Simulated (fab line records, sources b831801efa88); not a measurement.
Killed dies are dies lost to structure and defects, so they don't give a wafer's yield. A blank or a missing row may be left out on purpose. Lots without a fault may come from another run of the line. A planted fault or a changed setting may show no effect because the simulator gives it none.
Which tool did it? | flow gf180mcu | 13 lots, 39 wafers sampled, at 5 steps of a route of 602

WHAT THE GAUGES READ, wafer by wafer
GF_STI_THK_MEAS_22. Usual: STI_OXIDATION_01_THK 14.90 nm, standard deviation 0.29.
lot  | measured    | on            | STI_OXIDATION_01_THK (nm) | flag
L871 | day 2 15:28 | film_metro-02 | 15.06 14.85 14.88         |
L874 | day 3 05:33 | film_metro-03 | 15.17 14.92 14.83         |
L875 | day 3 10:46 | film_metro-04 | 14.28 14.26 14.28         |
L881 | day 4 16:46 | film_metro-04 | 15.28 15.17 15.26         |
L883 | day 5 03:59 | film_metro-02 | 14.91 15.22 15.06         |
L884 | day 5 09:06 | film_metro-04 | 15.18 14.93 14.94         |
L885 | day 5 13:00 | film_metro-02 | 15.23 15.14 15.01         |
L887 | day 6 00:18 | film_metro-04 | 14.53 14.76 14.45         |
L888 | day 6 05:29 | film_metro-04 | 14.77 15.09 14.95         |
L889 | day 6 13:20 | film_metro-02 | 14.58 14.66 14.42         |
L890 | day 6 16:58 | film_metro-04 | 15.32 15.19 15.56         |
L891 | day 6 22:28 | film_metro-04 | 15.28 15.45 15.45         |
L892 | day 7 01:45 | film_metro-02 | 14.84 15.04 14.81         |

GF_HV_LDD_TW_MEAS_38. Usual: HV_LDD_3_TW 1439, standard deviation 17.
lot  | measured     | on            | HV_LDD_3_TW    | flag
L871 | day 12 05:02 | film_metro-04 | 1534 1530 1525 | OFF
L874 | day 13 06:12 | film_metro-01 | 1422 1427 1427 |
L875 | day 13 09:47 | film_metro-04 | 1531 1529 1532 | OFF
L881 | day 15 08:41 | film_metro-03 | 1576 1575 1570 | OFF
L883 | day 16 02:08 | film_metro-01 | 1421 1427 1419 |
L884 | day 16 10:32 | film_metro-03 | 1461 1462 1464 |
L885 | day 16 19:23 | film_metro-03 | 1462 1463 1459 |
L887 | day 17 11:50 | film_metro-01 | 1434 1440 1438 |
L888 | day 17 16:14 | film_metro-01 | 1442 1443 1441 |
L889 | day 18 10:44 | film_metro-03 | 1450 1452 1456 |
L890 | day 18 17:33 | film_metro-04 | 1432 1432 1424 |
L891 | day 19 03:05 | film_metro-03 | 1445 1449 1454 |
L892 | day 19 03:08 | film_metro-01 | 1413 1413 1417 |

GF_HV_LDD_RS_MEAS_53: measures by four-point-probe. Usual: HV_LDD_RS 418.3 ohm/sq, standard deviation 1.
lot  | measured     | on            | HV_LDD_RS (ohm/sq) | flag
L871 | day 13 00:49 | film_metro-04 | 400.3 400.9 400.8  | OFF
L874 | day 14 03:43 | film_metro-03 | 417.4 417.5 419.4  |
L875 | day 14 06:22 | film_metro-04 | 400.4 399.1 399.0  | OFF
L881 | day 16 05:41 | film_metro-03 | 401.0 400.3 401.7  | OFF
L883 | day 17 00:40 | film_metro-01 | 417.5 417.3 418.5  |
L884 | day 17 09:49 | film_metro-03 | 418.8 418.9 417.6  |
L885 | day 17 18:08 | film_metro-04 | 417.4 418.2 417.3  |
L887 | day 18 10:47 | film_metro-01 | 418.9 419.4 418.2  |
L888 | day 18 16:22 | film_metro-01 | 416.8 417.4 417.6  |
L889 | day 19 11:16 | film_metro-04 | 417.1 417.2 417.4  |
L890 | day 19 17:37 | film_metro-01 | 417.8 418.2 417.7  |
L891 | day 20 03:48 | film_metro-01 | 418.3 420.0 420.1  |
L892 | day 20 03:52 | film_metro-04 | 418.0 418.9 417.4  |

GF_V3_THK_MEAS_03. Usual: V3_CVD_02_THK 849 nm, standard deviation 13.
lot  | measured     | on            | V3_CVD_02_THK (nm) | flag
L871 | day 21 23:38 | film_metro-03 | 843 858 854        |
L874 | day 23 07:31 | film_metro-02 | 843 870 857        |
L875 | day 23 09:25 | film_metro-04 | 870 850 868        |
L881 | day 25 12:06 | film_metro-03 | 853 845 874        |
L883 | day 26 05:23 | film_metro-02 | 839 841 853        |
L884 | day 26 15:22 | film_metro-04 | 816 831 837        |
L885 | day 26 20:56 | film_metro-03 | 844 879 868        |
L887 | day 27 11:04 | film_metro-04 | 850 833 850        |
L888 | day 27 17:20 | film_metro-04 | 843 836 862        |
L889 | day 28 07:41 | film_metro-02 | 829 838 847        |
L890 | day 28 12:20 | film_metro-04 | 826 848 838        |
L891 | day 28 21:58 | film_metro-04 | 843 827 857        |
L892 | day 28 22:28 | film_metro-03 | 831 821 829        |

WHICH TOOL RAN EACH LOT (tool, then ch and the chambers of the sampled wafers, then the start)
lot  | GF_HV_LDD_IMPLANT_33
L871 | implanter-03 ch 0, day 12 04:01
L874 | implanter-04 ch 0, day 13 05:32
L875 | implanter-04 ch 0, day 13 08:47
L881 | implanter-04 ch 0, day 15 07:39
L883 | implanter-04 ch 0, day 16 01:26
L884 | implanter-01 ch 0, day 16 09:50
L885 | implanter-03 ch 0, day 16 18:42
L887 | implanter-04 ch 0, day 17 11:08
L888 | implanter-03 ch 0, day 17 15:32
L889 | implanter-01 ch 0, day 18 10:02
L890 | implanter-04 ch 0, day 18 16:52
L891 | implanter-03 ch 0, day 19 02:23
L892 | implanter-04 ch 0, day 19 02:26
- GF_HV_LDD_IMPLANT_33

WHAT THE TOOLS THEMSELVES READ (means of the sampled wafers that have a number; where no wafer has one, the mark that the record gives instead)
The record holds no such reading with a usual standard deviation.

THE ANSWER, worked out from the rows above alone
Rule: a lot is off if the mean of its wafers that have a number lies more than 3 standard deviations from the usual mean. A lot without any number at a reading at which 4 lots or more have one is off too. The other lots that the step has rows for count as sound. The gauges are gone through in route order, then the tools' own readings, and for those a lot's mean is taken as printed above. The first step at which some lot is off is used, and at that step the reading that is off furthest; a lot without a number counts as furthest.
Off: L871, L875, L881, at GF_HV_LDD_TW_MEAS_38 (HV_LDD_3_TW).
A tool fits if, at a process step before that reading, it ran every lot that is off, and no sound lot after the first of them. The gauges at GF_HV_LDD_TW_MEAS_38 are tried like those tools. None of those tried fits.

WHAT THE SIMULATOR HAD PUT IN
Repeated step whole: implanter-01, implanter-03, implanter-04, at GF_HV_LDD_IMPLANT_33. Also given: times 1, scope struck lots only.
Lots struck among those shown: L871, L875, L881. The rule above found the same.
